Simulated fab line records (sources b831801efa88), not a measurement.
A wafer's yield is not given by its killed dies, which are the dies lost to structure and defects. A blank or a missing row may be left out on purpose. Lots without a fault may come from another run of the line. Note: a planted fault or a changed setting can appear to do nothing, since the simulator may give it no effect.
A lot that was struck, set against a sound lot :: flow sky130 :: 17 out of 708 route steps
Sound: these wafers, L924.2, L924.3, L924.4. Struck: wafers L941.1, L941.6 (left out: L941.3, a lot-mate that was not struck); the cause follows at the end.
At each step with rows: each side's tool, then ch and its chambers, then its first start. Under that, the readings that differ: sound wafers :: struck wafers :: difference of the means :: sigmas: that difference in standard deviations of wafers without a fault.
alike: words and numbers the same on both sides, and readings whose means are apart by under 2 such deviations; not compared: readings that were withheld, readings missing a value for some wafer, numbers with overlapping values and no deviation given by the record, and bounds like >300 which may hide the same value.
Wherever a step has rows on one side only, a row that says differs or no value, or a row with sigmas, the two part there. Numbers that don't overlap but have no deviation are shown without sigmas and don't part them. A reading missing from all wafers of one side parts the sides only when that side holds two or more wafers.

SKY_POLY_GATE_THK_MEAS_04:
  struck on film metro-04, day 20 23:44; sound on film metro-02, day 15 00:20
  alike: POLY_GATE_CVD_03_THK
then, 8 steps without rows for these wafers: SKY_POLY_GATE_DEHYDRATE_05 (time 60 s); SKY_POLY_GATE_HMDS_06 (prime time 60 s); SKY_POLY_GATE_COAT_07 (resist thk 110 nm); SKY_POLY_GATE_COAT_08 (resist thk 450 nm); SKY_POLY_GATE_SOFTBAKE_09 (time 90 s); SKY_POLY_GATE_EXPOSE_10 (exposes mask P1M, target cd 150 nm); SKY_POLY_GATE_PEB_11; SKY_POLY_GATE_DEVELOP_12 (develop time 60 s).
SKY_POLY_GATE_CD_MEAS_13 targets a cd of 150 nm.
  struck on cd sem-02, day 22 06:34; sound on cd sem-02, day 16 03:38
  alike: cd nm
SKY_POLY_GATE_OVL_MEAS_14:
  struck on overlay-02, day 22 06:41; sound on overlay-01, day 16 03:44
  alike: POLY_GATE_OVL
SKY_POLY_GATE_ETCH_15: etches BARC in N2/H2, stops on SiO2, time 118.5 s, target depth 110 nm.
  sound on rie diel-01 ch 0,2,3, day 16 03:46; struck on rie diel-01 ch 0, day 22 06:43
  alike: drypump motor current A, n2 flow sccm, oes product au, rf fwd power W, throttle valve pct
  not compared: rf hours counter h
SKY_POLY_GATE_ETCH_16: etches Si3N4 in CH3F/O2, stops on poly-Si, time 147.5 s, target depth 75 nm.
  sound on rie diel-01 ch 0,2,3, day 16 03:51; struck on rie diel-01 ch 0, day 22 06:48
reading: rf fwd power W (W)
sound: 399.6 400.1 398.0
struck: 333.8 334.8
difference: -64.9
sigmas: -46

reading: model.KrF-thick_of_POLY_GATE_COAT_08.thk nm (nm)
sound: 237.8 232.2 232.2
struck: 244.6 244.4
difference: +10.4
sigmas: 
  alike: O2_flow_sccm, drypump motor current A, oes product au, throttle valve pct
  not compared: rf hours counter h
SKY_POLY_GATE_ETCH_17: etches poly-Si in HBr/Cl2, stops on SiO2, target depth 180 nm, time 70.5 s.
  sound on rie si-02 ch 0,1,2, day 16 03:57; struck on rie si-01 ch 1,3, day 22 06:54
reading: model.KrF-thick_of_POLY_GATE_COAT_08.thk nm (nm)
sound: 144.5 139.8 135.3
struck: 150.2 149.8
difference: +10.1
sigmas: 
  alike: drypump motor current A, oes product au, rf fwd power W, throttle valve pct
  not compared: rf hours counter h
SKY_POLY_GATE_STRIP_18: strips in O2/N2.
  sound on plasma asher-03 ch 0,1, day 16 04:01; struck on plasma asher-04 ch 0, day 22 06:58
reading: drypump motor current A (A)
sound: 6.4 6.4 6.0
struck: 5.3 5.3
difference: -1.0
sigmas: -2

reading: strip time to endpoint s (s)
sound: 3.22 3.17 3.11
struck: 3.27 3.27
difference: +0.10
sigmas: +3
  alike: n2 flow sccm, oes product au
  not compared: rf hours counter h
then, 2 steps without rows for these wafers: SKY_POLY_GATE_CLEAN_19 (cleans in SC1/SC2, time 150 s); SKY_PAD_OPEN_PROBE_99.

## WHERE THEY PART
First at SKY_POLY_GATE_ETCH_16; last, within this record, at SKY_POLY_GATE_STRIP_18.

WHY: what had been put in by the simulator
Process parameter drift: rie diel-01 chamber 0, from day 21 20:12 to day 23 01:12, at SKY_POLY_GATE_ETCH_16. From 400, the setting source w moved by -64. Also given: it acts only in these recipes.
